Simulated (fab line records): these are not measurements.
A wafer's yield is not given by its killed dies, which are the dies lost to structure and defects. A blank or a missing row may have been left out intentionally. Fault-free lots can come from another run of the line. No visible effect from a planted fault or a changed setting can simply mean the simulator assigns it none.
Chamber matching || flow sky130 || 3 sister chambers for SKY_VIA2_ETCH_15 on rieDiel-03
The step etches SiO2 in C4F8/O2/Ar, stops on TiN, target depth 546 nm, time 84 s. 3 wafers are shown with their chamber, then 6 later ones without.

## WAFERS, EACH WITH ITS CHAMBER
{"wafer": "L905.1", "chamber": 0, "biasW (W)": 1197}
{"wafer": "L908.1", "chamber": 2, "biasW (W)": 1201}
{"wafer": "L908.3", "chamber": 1, "biasW (W)": 1204}

## WAFERS WITHOUT THEIR CHAMBER
{"wafer": "L908.5", "biasW (W)": 1198}
{"wafer": "L910.1", "biasW (W)": 1200}
{"wafer": "L910.3", "biasW (W)": 1203}
{"wafer": "L911.1", "biasW (W)": 1200}
{"wafer": "L911.3", "biasW (W)": 1196}
{"wafer": "L911.6", "biasW (W)": 1198}

## CHAMBER TAKEN BY EACH
{"wafer": "L908.5", "from the rows above": 0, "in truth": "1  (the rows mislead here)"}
{"wafer": "L910.1", "from the rows above": 2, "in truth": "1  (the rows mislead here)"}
{"wafer": "L910.3", "from the rows above": "can't be placed: 1 or 2", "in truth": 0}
{"wafer": "L911.1", "from the rows above": 2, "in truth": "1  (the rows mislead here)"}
{"wafer": "L911.3", "from the rows above": 0, "in truth": 0}
{"wafer": "L911.6", "from the rows above": 0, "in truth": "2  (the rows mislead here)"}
Correctly placed: 1 of 6. Can't be placed from these rows: 1 (the true chamber is among the candidates in 0). Number placed wrongly: 4.
How it was worked out, from the rows above alone: a wafer's distance from a chamber is the root of the sum, over the readings, of the square of ((its reading less the chamber's mean) divided by the reading's scatter). If the next closest chamber is less than 2 further off than the closest, the wafer can't be placed; otherwise it belongs to the closest. For every chamber, the mean is computed from those of its wafers that are shown. The scatter (one wafer shown for each chamber): square how far every hidden wafer sits from the nearest shown wafer, average those squares and take the square root.
